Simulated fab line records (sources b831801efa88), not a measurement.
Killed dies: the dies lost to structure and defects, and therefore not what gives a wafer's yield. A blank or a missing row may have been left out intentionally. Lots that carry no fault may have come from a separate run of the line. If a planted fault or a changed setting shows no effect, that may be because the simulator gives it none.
Which tool was responsible? -- flow sky130 -- Sampling: 11 lots, 33 wafers, 3 of 708 route steps

WHAT THE GAUGES SHOWED, per wafer
SKY_METAL5_THK_MEAS_06: measures by xrf.
lot,measured,on,METAL5_ALCU_THK (nm)
L767,day 42 21:37,film metro-01,1151 1156 1154
L769,day 43 14:14,film metro-01,1129 1133 1147
L771,day 44 02:42,film metro-04,1135 1147 1138
L774,day 44 14:40,film metro-01,1158 1143 1139
L773,day 44 19:13,film metro-01,1136 1133 1125
L775,day 45 03:40,film metro-01,1130 1142 1135
L777,day 45 15:07,film metro-04,1128 1136 1134
L782,day 46 20:41,film metro-04,1116 1121 1132
L784,day 47 10:52,film metro-01,1139 1136 1144
L785,day 47 16:09,film metro-01,1121 1122 1138
L788,day 48 08:16,film metro-04,1144 1139 1153

WHAT TOOL EACH LOT RAN ON (gives the tool, then ch and the chambers of the sampled wafers, and finally the start)
lot,SKY_VIA4_CMP_02,SKY_METAL5_SPUTTER_04
L767,"cmp-01 ch 0,1, day 41 20:03","pvd sputter-02, day 42 21:26"
L769,"cmp-02 ch 0,1,2, day 42 13:45","pvd sputter-03, day 43 14:04"
L771,"cmp-01 ch 0,1,2, day 43 02:16","pvd sputter-01, day 44 02:31"
L774,"cmp-02 ch 1,2, day 43 14:37","pvd sputter-03, day 44 14:29"
L773,"cmp-01 ch 0,1,3, day 43 19:07","pvd sputter-03, day 44 19:02"
L775,"cmp-01 ch 2,3, day 44 03:03","pvd sputter-01, day 45 03:29"
L777,"cmp-01 ch 0,2, day 44 16:15","pvd sputter-01, day 45 14:56"
L782,"cmp-01 ch 0,1,3, day 45 22:16","pvd sputter-02, day 46 20:31"
L784,"cmp-02 ch 1,2,3, day 46 12:57","pvd sputter-02, day 47 10:42"
L785,"cmp-01 ch 0,1, day 46 18:13","pvd sputter-01, day 47 15:58"
L788,"cmp-01 ch 0,1,2, day 47 11:22","pvd sputter-02, day 48 08:03"
- SKY_VIA4_CMP_02: polishes SiO2.
- SKY_METAL5_SPUTTER_04: material TiN, target thk 70 nm, time 58.3 s.

AS READ BY THE TOOLS THEMSELVES (means over the sampled wafers that have a number; for cases with no such wafer, the mark the record gives instead)
SKY_VIA4_CMP_02.
lot,tool,head pressure psi (psi),motor current A (A)
L767,cmp-01,3.991,10.9
L769,cmp-02,4.008,12.0
L771,cmp-01,4.009,11.6
L774,cmp-02,4.003,12.3
L773,cmp-01,4.000,11.2
L775,cmp-01,4.005,12.2
L777,cmp-01,3.996,11.4
L782,cmp-01,3.994,11.3
L784,cmp-02,3.998,11.9
L785,cmp-01,3.997,11.0
L788,cmp-01,4.004,11.9

SKY_METAL5_SPUTTER_04.
lot,tool,throttle valve pct (%)
L767,pvd sputter-02,29.4
L769,pvd sputter-03,29.9
L771,pvd sputter-01,29.8
L774,pvd sputter-03,29.8
L773,pvd sputter-03,29.8
L775,pvd sputter-01,29.6
L777,pvd sputter-01,29.2
L782,pvd sputter-02,29.7
L784,pvd sputter-02,28.3
L785,pvd sputter-01,29.9
L788,pvd sputter-02,28.8

THE ANSWER, worked out from the rows above alone
Rule: what is usual is taken from the lots themselves. The widest of any qualifying gaps counts: lots, ordered by their means at a reading, are off when they make up no more than a third of the lots, leave a main group of 4 or more, and stand apart from it by 3 or more times the standard deviation of that group's means. The tables above print the reading to a certain number of digits; a main group whose means all agree to those digits is not used. Also off: a lot with no number at a reading for which 4 or more lots have one. The other lots that the step has rows for count as sound. The gauges are gone through in route order, then the tools' own readings, and for those a lot's mean is taken as printed above. At the first step where some lot is off, the reading lying furthest off is the one used; lots without a number count as furthest.
None of the lots is off at any reading shown; this tells nothing.

WHAT HAD BEEN PUT IN BY THE SIMULATOR
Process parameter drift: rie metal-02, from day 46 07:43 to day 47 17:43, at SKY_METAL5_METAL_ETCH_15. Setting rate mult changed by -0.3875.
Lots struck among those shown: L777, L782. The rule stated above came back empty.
